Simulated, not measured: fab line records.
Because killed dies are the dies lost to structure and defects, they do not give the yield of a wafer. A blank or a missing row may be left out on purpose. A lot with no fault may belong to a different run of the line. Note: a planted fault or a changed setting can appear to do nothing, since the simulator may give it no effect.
fab line records	flow sky130
record: lots: 11	wafers: 33	last_day: 50
route steps=708 shown METAL2@483 VIA2@528 METAL3@568 PAD_OPEN@708
lots that met no fault: from a run of the same line without faults
start_h: hours from the record's opening day to when the first of the lot's shown wafers began	wait_h: hours since the lot's step before	" unchanged from the row above	L1.1+2: several wafers, shown together as one row	- no value present, or no start provided	* or withheld: withheld	< > ~ a bound
route shown NAME@n: NAME is a module with steps in the file, n the number in the route of the first one	usual: average and standard deviation across the fault-free wafers	same: alike in all rows	chamber/n: place in a boat	sites: readings site by site	_std_site: standard deviation of those values	_edge_site: inner sites' mean taken away from outer sites' mean	radius_mm: for every site, how far away it sits from the centre of the wafer	mask NAME#n: copy n	behind: the tool/chamber that last shaped the wafer	hold: what put the lot on hold/how long, in hours/how the hold closed	device: transistor that didn't switch, given as n, p or np	end of line: the same wafers' tests at the end of the route	where a step has no rows: the recipe by itself	killed: dies lost to structure and defects at the first sort, not the wafer's yield	map: shows each die of a wafer: x if killed, . if not, _ if none is there
set.NAME: the run value of the setting; set.NAME@STEP: its run value at that earlier step	model.NAME: the simulator's own value behind a step, which no gauge read
a sample of lots followed through the steps of the route, with each step as a table and each wafer as a row
services: a tool's chamber out of use, with start hour (start_h, from the record's first day; less than 0 if before it), hours out, and reason
== steps ==
step: SKY_METAL2_SPUTTER_00
recipe: material: Ti	target_thk_nm: 15	power_w: 3000	time_s: 10	chamber_pressure_pa: 0.4
usual: throttle_valve_pct: 29.2/0.92
same: time_s: 10
lot.wafer	tool	chamber	start_h	wait_h	throttle_valve_pct
L945.2	pvd_sputter-01	-	789.99	0.1	29.4
L945.3	"	-	"	"	29.2
L945.4	"	-	"	"	27.9
L947.1	pvd_sputter-01	-	805.55	0.1	28.7
L947.2	"	-	"	"	30.5
L947.6	"	-	"	"	29.0
L948.2	pvd_sputter-01	-	816.88	0.1	30.6
L948.4	"	-	"	"	27.9
L948.6	"	-	"	"	29.1
L951.3	pvd_sputter-02	-	841.98	0.2	29.4
L951.4	"	-	"	"	28.5
L951.5	"	-	"	"	29.5
L952.1	pvd_sputter-02	-	850.00	0.1	28.1
L952.4	"	-	"	"	29.1
L952.6	"	-	"	"	29.0
L953.3	pvd_sputter-03	-	851.66	0.2	29.1
L953.4	"	-	"	"	30.6
L953.6	"	-	"	"	29.3
L956.2	pvd_sputter-02	-	884.33	0.2	29.6
L956.4	"	-	"	"	28.2
L956.6	"	-	"	"	28.2
L957.1	pvd_sputter-01	-	889.96	0.1	27.8
L957.4	"	-	"	"	30.4
L957.5	"	-	"	"	30.7
L966.1	pvd_sputter-02	-	954.36	0.2	28.0
L966.4	"	-	"	"	29.5
L966.5	"	-	"	"	29.4
L968.1	pvd_sputter-01	-	956.83	0.1	30.5
L968.4	"	-	"	"	28.0
L968.5	"	-	"	"	28.9
L967.2	pvd_sputter-03	-	959.66	0.1	30.7
L967.3	"	-	"	"	29.3
L967.4	"	-	"	"	30.2
step: SKY_METAL2_ETCH_18
recipe: chemistry: N2/H2	target: BARC	ion_energy_ev: 200	bias_w: 100	pressure_mtorr: 30	n2_flow_sccm: 100	h2_flow_sccm: 200	icp_w: 500	stop_on: SiO2	time_s: 45.9	target_depth_a: 600
usual: drypump_motor_current_A: 5.6/0.49	n2_flow_sccm: 99.97/0.29	oes_product_au: 0.856/0.0045	throttle_valve_pct: 13.225/0.0091
same: time_s: 45.9
lot.wafer	tool	chamber	start_h	wait_h	drypump_motor_current_A	n2_flow_sccm	oes_product_au	rf_hours_counter_h	throttle_valve_pct
L945.2	rie_metal-03	0	816.83	0.1	5.3	99.47	0.861	-	13.226
L945.3	"	0	"	"	5.3	99.76	0.860	-	13.228
L945.4	"	0	"	"	5.3	99.85	0.862	-	13.228
L947.1	rie_metal-04	1	831.74	0.0	5.0	99.61	0.860	6	13.234
L947.2	"	0	"	"	5.9	100.45	0.853	8	13.217
L947.6	"	1	"	"	5.0	99.41	0.860	-	13.229
L948.2	rie_metal-01	0	843.52	0.0	5.3	99.87	0.852	2	13.216
L948.4	"	0	"	"	5.3	100.13	0.855	-	13.231
L948.6	"	0	"	"	5.3	99.82	0.850	-	13.224
L951.3	rie_metal-03	1	868.25	0.0	6.2	99.77	0.855	-	13.207
L951.4	"	0	"	"	5.3	99.89	0.848	-	13.227
L951.5	"	0	"	"	5.3	99.57	0.847	-	13.219
L952.1	rie_metal-04	0	875.91	0.0	5.8	100.40	0.862	9	13.233
L952.4	"	1	"	"	5.0	99.82	0.852	-	13.228
L952.6	"	1	"	"	5.0	100.50	0.862	-	13.215
L953.3	rie_metal-01	0	877.24	0.0	5.3	99.79	0.859	-	13.225
L953.4	"	1	"	"	6.4	100.12	0.847	-	13.224
L953.6	"	1	"	"	6.4	99.74	0.851	-	13.242
L956.2	rie_metal-04	1	909.77	0.0	5.0	100.06	0.857	9	13.238
L956.4	"	0	"	"	5.9	100.11	0.859	-	13.203
L956.6	"	0	"	"	5.8	100.00	0.852	-	13.223
L957.1	rie_metal-01	0	914.68	0.0	5.3	100.17	0.854	5	13.212
L957.4	"	0	"	"	5.3	99.62	0.847	-	13.203
L957.5	"	1	"	"	6.4	100.25	0.858	-	13.208
L966.1	rie_metal-04	1	978.02	0.0	5.0	100.01	0.858	12	13.234
L966.4	"	0	"	"	5.8	99.86	0.855	-	13.221
L966.5	"	0	"	"	5.9	99.91	0.850	-	13.219
L968.1	rie_metal-04	1	981.06	0.0	5.0	99.43	0.857	12	13.230
L968.4	"	1	"	"	5.0	99.80	0.856	-	13.224
L968.5	"	1	"	"	5.0	99.28	0.855	-	13.229
L967.2	rie_metal-04	1	984.11	0.0	5.0	99.72	0.858	12	13.224
L967.3	"	1	"	"	5.0	100.02	0.857	-	13.222
L967.4	"	0	"	"	5.8	100.10	0.864	-	13.213
step: SKY_VIA2_CVD_21
recipe: material: W	target_thk_nm: 420	time_s: 126.4	temp_c: 400	pressure_torr: 40
usual: chamber_pressure_Torr: 39.98/0.084	heater_power_outer_w: 548/66	heater_power_w: 888/96
same: time_s: 126.4
lot.wafer	tool	chamber	start_h	wait_h	chamber_pressure_Torr	heater_power_outer_w	heater_power_w
L945.2	cvd_w-02	0	845.15	0.0	39.88	616	1000
L945.3	"	0	"	"	40.04	631	988
L945.4	"	1	"	"	39.95	560	908
L947.1	cvd_w-02	1	860.15	0.0	40.03	555	897
L947.2	"	0	"	"	40.10	646	1005
L947.6	"	0	"	"	40.03	617	968
L948.2	cvd_w-02	1	871.34	0.0	39.88	557	915
L948.4	"	1	"	"	39.98	555	940
L948.6	"	1	"	"	40.10	558	906
L951.3	cvd_w-01	0	895.59	0.1	39.89	535	833
L951.4	"	1	"	"	39.90	472	763
L951.5	"	0	"	"	40.00	528	836
L952.1	cvd_w-02	1	903.25	0.0	40.04	551	906
L952.4	"	1	"	"	40.07	548	924
L952.6	"	1	"	"	39.91	552	923
L953.3	cvd_w-02	0	904.44	0.1	39.93	624	1006
L953.4	"	1	"	"	40.00	568	934
L953.6	"	0	"	"	40.00	625	988
L956.2	cvd_w-02	0	936.94	0.0	39.82	626	994
L956.4	"	1	"	"	40.00	568	924
L956.6	"	0	"	"	39.85	611	976
L957.1	cvd_w-02	0	941.50	0.0	39.93	638	1003
L957.4	"	1	"	"	40.10	554	916
L957.5	"	0	"	"	39.96	621	997
L966.1	cvd_w-01	1	1003.29	0.0	39.94	444	746
L966.4	"	0	"	"	40.09	493	803
L966.5	"	0	"	"	40.08	496	789
L968.1	cvd_w-01	1	1006.15	0.0	40.02	428	722
L968.4	"	1	"	"	40.01	431	750
L968.5	"	0	"	"	39.94	504	818
L967.2	cvd_w-02	1	1009.50	0.0	39.82	552	917
L967.3	"	0	"	"	40.06	622	999
L967.4	"	1	"	"	39.91	560	915
step: SKY_METAL3_METAL_ETCH_18
recipe: target_depth_a: 8450	stop_on: SiO2	over_etch_frac: 0.3	time_s: 183.1	chemistry: Cl2/BCl3	resist_sidewall_deg: 88	pressure_mtorr: 10	icp_w: 900	bias_w: 48.5	Cl2_flow_sccm: 60	bcl3_flow_sccm: 30
usual: drypump_motor_current_A: 5.8/0.38	mfc_cl2_sccm: 60.03/0.19	oes_product_au: 0.868/0.0054	over_etch_frac: 0.3/0	throttle_valve_pct: 22.263/0.009
same: time_s: 183.1
lot.wafer	tool	chamber	start_h	wait_h	drypump_motor_current_A	mfc_cl2_sccm	oes_product_au	over_etch_frac	rf_hours_counter_h	throttle_valve_pct
L945.2	rie_metal-03	1	897.62	0.0	6.2	60.24	0.863	0.3	3	22.260
L945.3	"	1	"	"	6.2	59.91	0.866	0.3	-	22.267
L945.4	"	0	"	"	5.3	59.92	0.870	0.3	-	22.253
L947.1	rie_metal-03	1	912.74	0.0	6.2	59.81	0.867	0.3	4	22.287
L947.2	"	0	"	"	5.3	60.26	0.859	0.3	9	22.265
L947.6	"	1	"	"	6.2	59.94	0.859	0.3	-	22.286
L948.2	rie_metal-02	0	923.44	0.0	5.7	60.40	0.870	0.3	6	22.277
L948.4	"	0	"	"	5.7	60.01	0.870	0.3	-	22.260
L948.6	"	0	"	"	5.7	59.93	0.871	0.3	-	22.264
L951.3	rie_metal-02	0	946.99	0.1	5.7	60.13	0.867	0.3	-	22.276
L951.4	"	1	"	"	5.8	59.92	0.868	0.3	-	22.249
L951.5	"	1	"	"	5.8	60.18	0.869	0.3	-	22.278
L952.1	rie_metal-02	0	954.33	0.0	5.7	59.97	0.870	0.3	7	22.261
L952.4	"	0	"	"	5.7	60.12	0.868	0.3	-	22.261
L952.6	"	0	"	"	5.7	59.90	0.871	0.3	-	22.269
L953.3	rie_metal-02	0	955.25	0.1	5.7	59.91	0.866	0.3	-	22.253
L953.4	"	1	"	"	5.8	59.94	0.856	0.34489	-	22.254
L953.6	"	1	"	"	5.8	59.66	0.858	0.34489	-	22.264
L956.2	rie_metal-02	0	986.69	0.0	5.7	59.55	0.867	0.3	9	22.263
L956.4	"	1	"	"	5.8	59.84	0.856	0.34489	-	22.281
L956.6	"	0	"	"	5.7	59.79	0.874	0.3	-	22.269
L957.1	rie_metal-03	1	990.04	0.0	6.2	60.02	0.871	0.3	9	22.255
L957.4	"	0	"	"	5.3	60.45	0.869	0.3	-	22.274
L957.5	"	1	"	"	6.2	59.75	0.866	0.3	-	22.271
L966.1	rie_metal-03	1	1050.23	0.0	6.2	60.14	0.874	0.3	13	22.256
L966.4	"	1	"	"	6.2	59.87	0.871	0.3	-	22.279
L966.5	"	0	"	"	5.3	59.89	0.878	0.3	-	22.243
L968.1	rie_metal-03	1	1051.97	0.0	6.1	59.92	0.858	0.3	13	22.272
L968.4	"	1	"	"	6.1	59.99	0.860	0.3	-	22.262
L968.5	"	1	"	"	6.2	59.99	0.870	0.3	-	22.257
L967.2	rie_metal-03	0	1055.33	0.0	5.3	60.14	0.877	0.3	17	22.258
L967.3	"	0	"	"	5.4	60.06	0.881	0.3	-	22.234
L967.4	"	1	"	"	6.2	60.01	0.868	0.3	-	22.252
step: SKY_PAD_OPEN_PROBE_99
usual: defect_limited_yield: 82.4/1.8	killed_at_M0_to_M3: 44/7	killed_at_M4_up: 3.2/2	killed_at_contacts: 25/5.3	killed_at_front_end: 15/4.3	killed_at_other: 0.3/0.54	killed_dies: 86/8.7	killed_open: 47/6.4	killed_short: 39/5.6	sort_bin_3_pad_short: 0.9/0.43	sort_bin_5_function: 10.4/1.4	sort_bin_6_memory: 6.3/1.2	sort_n_pass: 406/8.7	sort_yield_pct: 82.4/1.8
same: gross_dies: 492	killed_at_back_side: 0	sort_bin_4_leakage[%]: 0	sort_bin_8_speed[%]: 0
lot.wafer	tool	chamber	start_h	wait_h	defect_limited_yield[%]	killed_at_M0_to_M3	killed_at_M4_up	killed_at_contacts	killed_at_front_end	killed_at_other	killed_dies	killed_open	killed_short	sort_bin_3_pad_short[%]	sort_bin_5_function[%]	sort_bin_6_memory[%]	sort_n_pass	sort_yield_pct[%]
L945.2	prober-01	-	1070.75	0.1	80.3	47	3	20	26	1	97	53	44	0.6	12.0	7.1	395	80.3
L945.3	prober-01	-	1070.80	0.2	83.9	33	1	24	21	0	79	47	32	1.0	10.0	5.1	413	83.9
L945.4	prober-01	-	1070.85	0.2	85.0	43	5	14	12	0	74	45	29	0.8	10.0	4.3	418	85.0
L947.1	prober-01	-	1082.40	0.1	81.3	45	3	30	14	0	92	50	42	1.0	13.8	3.9	400	81.3
L947.2	prober-01	-	1082.45	0.1	82.9	35	3	35	11	0	84	48	36	0.8	10.6	5.7	408	82.9
L947.6	prober-01	-	1082.65	0.2	81.7	50	2	26	11	1	90	53	36	0.6	13.0	4.7	402	81.7
L948.2	prober-02	-	1091.26	0.1	83.3	36	3	31	11	1	82	41	39	1.0	10.0	5.7	410	83.3
L948.4	prober-02	-	1091.36	0.2	82.5	47	6	17	15	1	86	37	48	1.4	11.2	4.9	406	82.5
L948.6	prober-02	-	1091.46	0.2	80.1	53	3	28	13	1	98	51	45	1.6	12.4	5.9	394	80.1
L951.3	prober-01	-	1110.40	0.2	86.6	33	5	22	6	0	66	35	31	1.0	9.1	3.3	426	86.6
L951.4	prober-01	-	1110.45	0.2	82.7	45	7	19	14	0	85	46	39	1.0	10.2	6.1	407	82.7
L951.5	prober-01	-	1110.50	0.2	86.6	34	3	12	17	0	66	35	31	0.4	7.7	5.3	426	86.6
L952.1	prober-02	-	1117.21	0.1	82.5	42	6	23	15	0	86	48	38	0.6	8.3	8.5	406	82.5
L952.4	prober-02	-	1117.36	0.2	84.1	51	1	15	10	1	78	45	33	0.2	11.4	4.3	414	84.1
L952.6	prober-02	-	1117.46	0.2	84.1	35	8	17	18	0	78	44	34	0.6	8.9	6.3	414	84.1
L953.3	prober-01	-	1117.74	0.2	83.9	30	2	29	18	0	79	43	36	1.6	8.5	5.9	413	83.9
L953.4	prober-01	-	1117.79	0.2	81.5	40	2	30	19	0	91	45	46	1.2	10.8	6.5	401	81.5
L953.6	prober-01	-	1117.89	0.2	82.5	40	2	26	17	1	86	48	38	1.0	9.6	6.9	406	82.5
L956.2	prober-02	-	1144.10	0.1	81.7	45	4	26	15	0	90	46	43	0.4	12.0	5.9	402	81.7
L956.4	prober-02	-	1144.20	0.2	83.9	42	1	18	17	1	79	42	35	1.4	10.2	4.5	413	83.9
L956.6	prober-02	-	1144.30	0.2	81.3	46	5	20	20	1	92	50	42	1.8	10.4	6.5	400	81.3
L957.1	prober-01	-	1146.46	0.1	84.8	43	0	21	11	0	75	39	36	0.6	9.8	4.9	417	84.8
L957.4	prober-01	-	1146.61	0.2	79.9	54	4	29	11	1	99	56	43	1.4	11.6	7.1	393	79.9
L957.5	prober-01	-	1146.66	0.2	82.3	42	1	26	18	0	87	43	44	0.8	11.8	5.1	405	82.3
L966.1	prober-02	-	1191.90	0.1	82.1	45	7	18	17	1	88	39	49	1.6	9.6	6.7	404	82.1
L966.4	prober-02	-	1192.05	0.2	82.7	42	3	24	16	0	85	46	39	0.6	10.0	6.7	407	82.7
L966.5	prober-02	-	1192.10	0.2	81.7	51	0	27	12	0	90	43	47	1.0	12.2	5.1	402	81.7
L968.1	prober-01	-	1193.54	0.1	79.9	46	3	31	18	1	99	57	42	0.6	12.8	6.7	393	79.9
L968.4	prober-01	-	1193.69	0.2	80.9	48	3	26	17	0	94	47	47	1.2	10.8	7.1	398	80.9
L968.5	prober-01	-	1193.74	0.2	81.5	49	5	24	13	0	91	49	42	1.2	9.1	8.1	401	81.5
L967.2	prober-02	-	1198.41	0.1	83.3	33	0	30	17	2	82	48	31	0.8	8.7	7.1	410	83.3
L967.3	prober-02	-	1198.46	0.2	83.7	42	5	19	14	0	80	35	45	1.0	10.2	5.1	412	83.7
L967.4	prober-02	-	1198.51	0.2	81.7	46	5	28	11	0	90	53	37	1.6	10.6	6.1	402	81.7
killed by level:class
L945.2 VIA1:geometric_particle:open=10 VIA2:geometric_particle:open=8 FIELD_ISO:geometric_particle:open=6 VIA3:geometric_particle:open=6 FIELD_ISO:geometric_particle:short=5 POLY_GATE:geometric_particle:open=5 LI_CONTACT:geometric_particle:open=5 CONTACT:geometric_particle:open=5
L945.3 LI_CONTACT:geometric_particle:open=11 VIA1:geometric_particle:open=9 FIELD_ISO:geometric_particle:short=5 POLY_GATE:geometric_particle:short=5 CONTACT:geometric_particle:open=5 METAL1:geometric_particle:short=5 CONTACT:geometric_particle:short=4 METAL1:geometric_particle:open=4
L945.4 VIA2:geometric_particle:open=9 VIA1:geometric_particle:open=8 VIA3:geometric_particle:open=8 METAL2:geometric_particle:short=6 CONTACT:geometric_particle:open=5 POLY_GATE:geometric_particle:short=4 LI_CONTACT:geometric_particle:open=4 FIELD_ISO:geometric_particle:open=3
L947.1 CONTACT:geometric_particle:open=12 VIA1:geometric_particle:open=12 CONTACT:geometric_particle:short=10 METAL1:geometric_particle:short=8 VIA2:geometric_particle:open=7 POLY_GATE:geometric_particle:short=5 LI_CONTACT:geometric_particle:open=5 VIA3:geometric_particle:open=4
L947.2 CONTACT:geometric_particle:open=15 VIA1:geometric_particle:open=10 LI_CONTACT:geometric_particle:open=8 CONTACT:geometric_particle:short=5 METAL2:geometric_particle:short=5 VIA3:geometric_particle:open=5 LOCAL_INTERCONNECT:geometric_particle:short=4 METAL1:geometric_particle:short=4
L947.6 VIA1:geometric_particle:open=14 CONTACT:geometric_particle:open=13 METAL1:geometric_particle:short=7 VIA1:geometric_particle:short=6 VIA3:geometric_particle:open=6 CONTACT:geometric_particle:short=4 LOCAL_INTERCONNECT:geometric_particle:short=4 METAL2:geometric_particle:short=4
L948.2 CONTACT:geometric_particle:open=10 VIA1:geometric_particle:open=10 CONTACT:geometric_particle:short=7 LI_CONTACT:geometric_particle:open=6 VIA2:geometric_particle:open=6 FIELD_ISO:geometric_particle:short=4 LOCAL_INTERCONNECT:geometric_particle:short=4 METAL1:geometric_particle:short=4
L948.4 VIA1:geometric_particle:open=10 VIA1:geometric_particle:short=8 FIELD_ISO:geometric_particle:short=7 CONTACT:geometric_particle:open=6 CONTACT:geometric_particle:short=5 METAL1:geometric_particle:short=5 VIA2:geometric_particle:open=5 VIA3:geometric_particle:open=5
L948.6 VIA2:geometric_particle:open=12 LI_CONTACT:geometric_particle:open=11 CONTACT:geometric_particle:open=9 VIA3:geometric_particle:short=7 VIA1:geometric_particle:open=6 CONTACT:geometric_particle:short=6 METAL2:geometric_particle:short=6 METAL3:geometric_particle:short=5
L951.3 CONTACT:geometric_particle:open=11 METAL1:geometric_particle:short=5 VIA1:geometric_particle:open=5 VIA3:geometric_particle:open=5 LI_CONTACT:geometric_particle:open=4 CONTACT:geometric_particle:short=4 METAL2:geometric_particle:short=4 VIA2:geometric_particle:short=4
L951.4 VIA2:geometric_particle:open=10 VIA1:geometric_particle:open=9 LI_CONTACT:geometric_particle:open=8 CONTACT:geometric_particle:open=7 METAL4:geometric_particle:short=7 POLY_GATE:geometric_particle:short=5 VIA2:geometric_particle:short=5 METAL1:geometric_particle:short=5
L951.5 METAL1:geometric_particle:short=10 VIA2:geometric_particle:open=7 FIELD_ISO:geometric_particle:short=5 CONTACT:geometric_particle:open=5 VIA1:geometric_particle:open=5 FIELD_ISO:geometric_particle:open=4 POLY_GATE:geometric_particle:open=4 LI_CONTACT:geometric_particle:open=4
L952.1 VIA1:geometric_particle:open=10 CONTACT:geometric_particle:open=9 VIA3:geometric_particle:open=9 METAL2:geometric_particle:short=7 POLY_GATE:geometric_particle:short=5 METAL4:geometric_particle:short=5 METAL1:geometric_particle:short=5 VIA2:geometric_particle:open=5
L952.4 VIA1:geometric_particle:open=11 VIA3:geometric_particle:open=10 METAL2:geometric_particle:short=6 CONTACT:geometric_particle:open=6 METAL1:geometric_particle:short=5 VIA2:geometric_particle:open=5 VIA2:geometric_particle:short=4 FIELD_ISO:geometric_particle:open=3
L952.6 VIA1:geometric_particle:open=8 METAL2:geometric_particle:short=7 POLY_GATE:geometric_particle:open=6 VIA2:geometric_particle:open=6 LOCAL_INTERCONNECT:geometric_particle:short=5 CONTACT:geometric_particle:open=5 FIELD_ISO:geometric_particle:open=4 POLY_GATE:geometric_particle:short=4
L953.3 LI_CONTACT:geometric_particle:open=8 CONTACT:geometric_particle:short=6 CONTACT:geometric_particle:open=6 VIA1:geometric_particle:open=6 VIA3:geometric_particle:open=6 FIELD_ISO:geometric_particle:short=5 LOCAL_INTERCONNECT:geometric_particle:short=5 FIELD_ISO:geometric_particle:open=4
L953.4 LI_CONTACT:geometric_particle:open=11 CONTACT:geometric_particle:open=8 VIA1:geometric_particle:open=8 METAL1:geometric_particle:short=7 METAL2:geometric_particle:short=6 POLY_GATE:geometric_particle:short=5 VIA3:geometric_particle:open=5 FIELD_ISO:geometric_particle:short=4
L953.6 VIA1:geometric_particle:open=10 VIA2:geometric_particle:open=8 CONTACT:geometric_particle:open=8 LI_CONTACT:geometric_particle:open=7 METAL2:geometric_particle:short=6 CONTACT:geometric_particle:short=5 FIELD_ISO:geometric_particle:open=3 LI_CONTACT:geometric_particle:short=3
L956.2 CONTACT:geometric_particle:open=10 VIA1:geometric_particle:open=9 METAL2:geometric_particle:short=8 LI_CONTACT:geometric_particle:open=7 METAL1:geometric_particle:short=6 VIA2:geometric_particle:open=6 LOCAL_INTERCONNECT:geometric_particle:short=5 VIA1:geometric_particle:short=5
L956.4 VIA1:geometric_particle:open=7 VIA3:geometric_particle:open=7 LI_CONTACT:geometric_particle:open=6 VIA1:geometric_particle:short=6 CONTACT:geometric_particle:open=5 VIA2:geometric_particle:short=5 POLY_GATE:geometric_particle:open=4 VIA2:geometric_particle:open=4
L956.6 VIA3:geometric_particle:open=11 LI_CONTACT:geometric_particle:open=8 VIA1:geometric_particle:open=8 VIA2:geometric_particle:open=7 CONTACT:geometric_particle:open=6 FIELD_ISO:geometric_particle:short=5 POLY_GATE:geometric_particle:short=5 METAL4:geometric_particle:short=4
L957.1 VIA1:geometric_particle:open=9 VIA3:geometric_particle:open=8 CONTACT:geometric_particle:short=6 LI_CONTACT:geometric_particle:open=5 METAL1:geometric_particle:short=5 CONTACT:geometric_particle:open=5 VIA2:geometric_particle:open=5 FIELD_ISO:geometric_particle:open=4
L957.4 CONTACT:geometric_particle:open=13 VIA2:geometric_particle:open=11 VIA1:geometric_particle:open=10 METAL2:geometric_particle:short=9 LI_CONTACT:geometric_particle:open=7 CONTACT:geometric_particle:short=7 VIA1:geometric_particle:short=7 METAL1:geometric_particle:short=5
L957.5 CONTACT:geometric_particle:open=7 CONTACT:geometric_particle:short=7 VIA3:geometric_particle:open=7 METAL2:geometric_particle:short=7 VIA2:geometric_particle:open=7 POLY_GATE:geometric_particle:short=6 LI_CONTACT:geometric_particle:open=6 FIELD_ISO:geometric_particle:open=5
L966.1 METAL1:geometric_particle:short=10 CONTACT:geometric_particle:open=7 VIA1:geometric_particle:open=7 FIELD_ISO:geometric_particle:open=6 METAL4:geometric_particle:short=6 FIELD_ISO:geometric_particle:short=5 VIA3:geometric_particle:short=5 VIA3:geometric_particle:open=5
L966.4 VIA1:geometric_particle:open=12 METAL1:geometric_particle:short=8 FIELD_ISO:geometric_particle:open=6 CONTACT:geometric_particle:open=6 VIA2:geometric_particle:open=6 LI_CONTACT:geometric_particle:open=5 CONTACT:geometric_particle:short=5 POLY_GATE:geometric_particle:open=4
L966.5 VIA1:geometric_particle:open=12 METAL1:geometric_particle:short=11 LOCAL_INTERCONNECT:geometric_particle:short=8 CONTACT:geometric_particle:open=8 LI_CONTACT:geometric_particle:open=6 VIA2:geometric_particle:open=6 VIA1:geometric_particle:short=6 METAL2:geometric_particle:short=6
L968.1 VIA2:geometric_particle:open=10 CONTACT:geometric_particle:open=9 LI_CONTACT:geometric_particle:open=8 VIA3:geometric_particle:open=7 VIA1:geometric_particle:open=6 FIELD_ISO:geometric_particle:open=5 CONTACT:geometric_particle:short=5 VIA1:geometric_particle:short=5
L968.4 VIA3:geometric_particle:open=11 CONTACT:geometric_particle:open=10 FIELD_ISO:geometric_particle:short=7 VIA2:geometric_particle:open=7 VIA1:geometric_particle:short=6 LOCAL_INTERCONNECT:geometric_particle:short=5 VIA1:geometric_particle:open=5 METAL3:geometric_particle:short=5
L968.5 VIA1:geometric_particle:open=11 METAL1:geometric_particle:short=8 LI_CONTACT:geometric_particle:open=7 VIA2:geometric_particle:open=7 LOCAL_INTERCONNECT:geometric_particle:short=6 CONTACT:geometric_particle:open=6 FIELD_ISO:geometric_particle:open=5 METAL2:geometric_particle:short=5
L967.2 CONTACT:geometric_particle:open=15 VIA1:geometric_particle:open=8 FIELD_ISO:geometric_particle:open=6 CONTACT:geometric_particle:short=6 LOCAL_INTERCONNECT:geometric_particle:short=5 METAL2:geometric_particle:open=4 VIA2:geometric_particle:open=4 VIA3:geometric_particle:open=4
L967.3 CONTACT:geometric_particle:short=7 VIA1:geometric_particle:open=7 VIA3:geometric_particle:open=7 VIA1:geometric_particle:short=6 POLY_GATE:geometric_particle:short=5 CONTACT:geometric_particle:open=5 VIA2:geometric_particle:short=5 METAL4:geometric_particle:short=5
L967.4 CONTACT:geometric_particle:open=12 VIA2:geometric_particle:open=11 VIA1:geometric_particle:open=8 LI_CONTACT:geometric_particle:short=5 LI_CONTACT:geometric_particle:open=5 METAL4:geometric_particle:short=5 VIA3:geometric_particle:open=5 SPACER:geometric_particle:open=4
== services ==
tool	chamber	start_h	hours	kind
rie_metal-02	0	784.29	-	clean
rie_metal-02	0	784.29	24.1	scheduled_down
rie_metal-02	0	784.29	24.1	vent_cycle
pvd_sputter-02	-	807.31	0.6	repair
rie_metal-02	1	808.38	-	clean
rie_metal-02	1	808.38	24.1	scheduled_down
rie_metal-03	1	809.87	-	clean
rie_metal-03	1	809.87	19.4	scheduled_down
rie_metal-03	1	809.87	19.4	vent_cycle
cvd_w-01	0	851.99	8.1	repair
pvd_sputter-02	-	879.21	1.4	repair
cvd_w-01	-	903.25	0.9	repair
cvd_w-01	-	904.20	14.0	pm
rie_metal-04	1	928.13	5.1	repair
pvd_sputter-02	-	935.66	2.6	repair
rie_metal-03	0	942.87	1.1	repair
pvd_sputter-02	-	946.19	4.0	repair
cvd_w-01	-	958.58	1.2	repair
pvd_sputter-02	-	960.31	6.9	repair
rie_metal-04	-	971.70	0.7	repair
cvd_w-01	-	972.74	2.0	repair
pvd_sputter-01	-	1005.01	14.3	repair
pvd_sputter-01	-	1006.91	0.7	repair
rie_metal-04	-	1035.26	28.1	pm
== key ==
first_sign: step: SKY_METAL3_METAL_ETCH_18	reading: over_etch_frac	direction: up	sigmas: 99+	usual: 0.3	struck: 0.34489
effect: step: SKY_METAL3_METAL_ETCH_18	reading: oes_product_au	direction: down	sigmas: 2.1	usual: 0.868	struck: 0.857
met_at SKY_METAL3_METAL_ETCH_18
struck_lots L953,L956
struck_wafers L953.4,L953.6,L956.4
not_acting_at SKY_METAL2_SPUTTER_00,SKY_METAL2_ETCH_18,SKY_VIA2_CVD_21
onset_between 946.99 955.25
fault: kind: process_parameter_drift	tool: rie_metal-02	chamber: 1	onset_h: 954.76	steps: SKY_METAL3_METAL_ETCH_18	channel: over_etch_frac	offset: 0.044895	shape: step	end_h: 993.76	acts_in: these_recipes_only	stated: 0.3
